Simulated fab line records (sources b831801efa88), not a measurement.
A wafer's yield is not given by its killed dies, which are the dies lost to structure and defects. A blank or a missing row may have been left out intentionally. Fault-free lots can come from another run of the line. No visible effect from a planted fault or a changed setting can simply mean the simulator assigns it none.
Split-lot trial ; flow sky130 ; on a route of 708 steps: 5 lots, 23 wafers read

== ON THE SPLIT ==
At SKY_NWELL_IMPLANT_12, the setting energy kev was moved away from the recipe's 120 on 9 of the 23 wafers read, by -5.2% to +4.2%. This setting was run at the recipe's value on the other wafers.

The reading comes from the split's own step.

== THE READING ==
In nm, at SKY_NWELL_IMPLANT_12: implant.rp nm, which is the simulator's own figure and was read by no gauge. The file does not state a usual value for it. Across the 14 wafers here that went through the recipe, the average is 150.3 nm and the standard deviation 2.7 nm.

wafer;tool, chamber at the split;energy kev as run;against the recipe;implant.rp nm, nm;against lot-mates on the recipe
L074.1;implanter-04, 0;120;recipe;154.3;-
L074.2;implanter-04, 0;120;recipe;154.3;-
L074.5;implanter-04, 0;120;recipe;154.3;-
L074.4;implanter-04, 0;117.8;-1.8%;151.3;-3.0
L074.6;implanter-04, 0;117.8;-1.8%;151.3;-3.0
L077.1;implanter-04, 0;120;recipe;148.7;-
L077.2;implanter-04, 0;120;recipe;148.7;-
L077.6;implanter-04, 0;120;recipe;148.7;-
L077.3;implanter-04, 0;116.7;-2.7%;144.4;-4.3
L077.4;implanter-04, 0;116.7;-2.7%;144.4;-4.3
L081.1;implanter-02, 0;125.1;+4.2%;157;+6.7
L081.4;implanter-02, 0;125.1;+4.2%;157;+6.7
L081.6;implanter-02, 0;125.1;+4.2%;157;+6.7
L081.2;implanter-02, 0;120;recipe;150.3;-
L081.5;implanter-02, 0;120;recipe;150.3;-
L083.4;implanter-03, 0;120;recipe;146.7;-
L083.5;implanter-03, 0;120;recipe;146.7;-
L083.6;implanter-03, 0;120;recipe;146.7;-
L085.1;implanter-02, 0;120;recipe;151.6;-
L085.2;implanter-02, 0;120;recipe;151.6;-
L085.6;implanter-02, 0;120;recipe;151.6;-
L085.3;implanter-02, 0;113.8;-5.2%;143.4;-8.2
L085.4;implanter-02, 0;113.8;-5.2%;143.4;-8.2

FIT RESULTS
A straight line over all 23 wafers: implant.rp nm changes by +1.45 nm for each +1% of energy kev; r = +0.82; the points scatter about the line by 2.5 nm.
The same after taking each lot's own level away (the mean of its wafers on the recipe; 23 wafers): +1.58 nm for each +1%; r = +1.00; scatter 0.035 nm.
According to that fit, moving energy kev by its largest amount changes the reading by 8.2 nm.
From 146.70 to 154.30 nm: that is the span of the lots' own levels, equal to 2.8 times the standard deviation above.
Hence the lot-to-lot level has little effect on the slope; both slopes agree.
Check: -8.18 nm against its lot-mates is what the line predicts for one of the wafers moved furthest among these (-5.2%) when that wafer is left out of the fit. It came out at -8.2 nm against them.

== THESE WAFERS: OTHER SPLITS ==
Note: prior to the reading, these wafers also went through further splits. Each is held against what the fit with the lots' levels taken away leaves over:
other split on the same wafers;wafers away from the commonest value;r with implant.rp nm (lot level and that fit taken away)
SKY_FIELD_ISO_CVD_03 pressure mtorr;15;-0.14
SKY_FIELD_ISO_COAT_08 spin rpm;10;+0.42
SKY_FIELD_ISO_ETCH_17 time s;10;+0.48
SKY_FIELD_ISO_OXIDATION_22 ox time s;10;+0.28
SKY_PWDE_COAT_02 spin rpm;8;+0.35
SKY_NWELL_COAT_05 resist thk nm;8;-0.47

== FILE'S OWN FIT ==
implant.rp nm changes by +1.57 nm for each +1% of energy kev, r = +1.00.
